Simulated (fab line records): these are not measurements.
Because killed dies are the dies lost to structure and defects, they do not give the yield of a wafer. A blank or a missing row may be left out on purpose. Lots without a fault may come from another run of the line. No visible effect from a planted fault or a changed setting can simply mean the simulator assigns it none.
The same fault as seen by 2 desks ; flow sky130 ; numbers are kept per desk, each desk with only its own; the story behind them comes last

FOR THE TOOL OWNER'S DESK: rie si-02
The tool's own readings at SKY_FIELD_ISO_ETCH_17 (etches Si in HBr/Cl2/O2, target depth 342 nm, time 97.7 s): means of the sampled wafers that have a number, for each lot that ran on this tool. The brackets show how far a lot's mean lies from the usual mean; more than 4 standard deviations puts the lot out of limits, marked OUT.
Columns: A = drypump motor current A at SKY_FIELD_ISO_ETCH_17, usual 5.6 A; B = oes product au at SKY_FIELD_ISO_ETCH_17, usual 0.999 a.u.; C = rf fwd power W at SKY_FIELD_ISO_ETCH_17, usual 596.5 W; D = throttle valve pct at SKY_FIELD_ISO_ETCH_17, usual 25.659 %
lot;first seen here;A;B;C;D
L190;day 3 07:01;6.0;1.012;595.5;25.654
L193;day 3 22:35;6.0;1.008;595.8;25.656
L203;day 6 05:25;5.7;0.888 (-10) OUT;595.7;25.736 (+7.7) OUT
L204;day 6 10:11;5.7;0.904 (-8.7) OUT;596.2;25.722 (+6.3) OUT
This desk's verdict: out of limits on L203, L204, starting with L203 at day 6 05:25 (oes product au at SKY_FIELD_ISO_ETCH_17). L190, L193 stayed within limits.

AT THE METROLOGY DESK
What the gauges read, lot by lot, whatever tool the lot ran on: means of the sampled wafers that have a number. The brackets show how far a lot's mean lies from the usual mean; more than 4 standard deviations puts the lot out of limits, marked OUT.
Columns: A = cd nm at SKY_FIELD_ISO_CD_MEAS_13, usual 150.3 nm
lot;first seen here;A
L190;day 3 06:43;151.6
L193;day 3 22:17;150.4
L203;day 6 05:07;150.1
L204;day 6 09:53;148.4
L205;day 6 13:08;152.7
L206;day 6 18:35;150.4
Finding of this desk: none of the 6 lots has anything out of limits.

BROUGHT TOGETHER
The tool owner's desk had the chance to raise an alarm at day 6 05:25 on L203, L204.
Nothing out of limits was seen by the metrology desk.
The metrology desk has L203, L204 on record, within its limits.
On rie si-02, each named lot ran SKY_FIELD_ISO_ETCH_17.

WHAT HAD BEEN PUT IN BY THE SIMULATOR
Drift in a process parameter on rie si-02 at SKY_FIELD_ISO_ETCH_17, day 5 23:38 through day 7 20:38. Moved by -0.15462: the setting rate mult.
Shown lots that were struck: L203, L204.
Delay in hours, fault start to first out-of-limits reading, by desk: the tool owner's desk at 6.
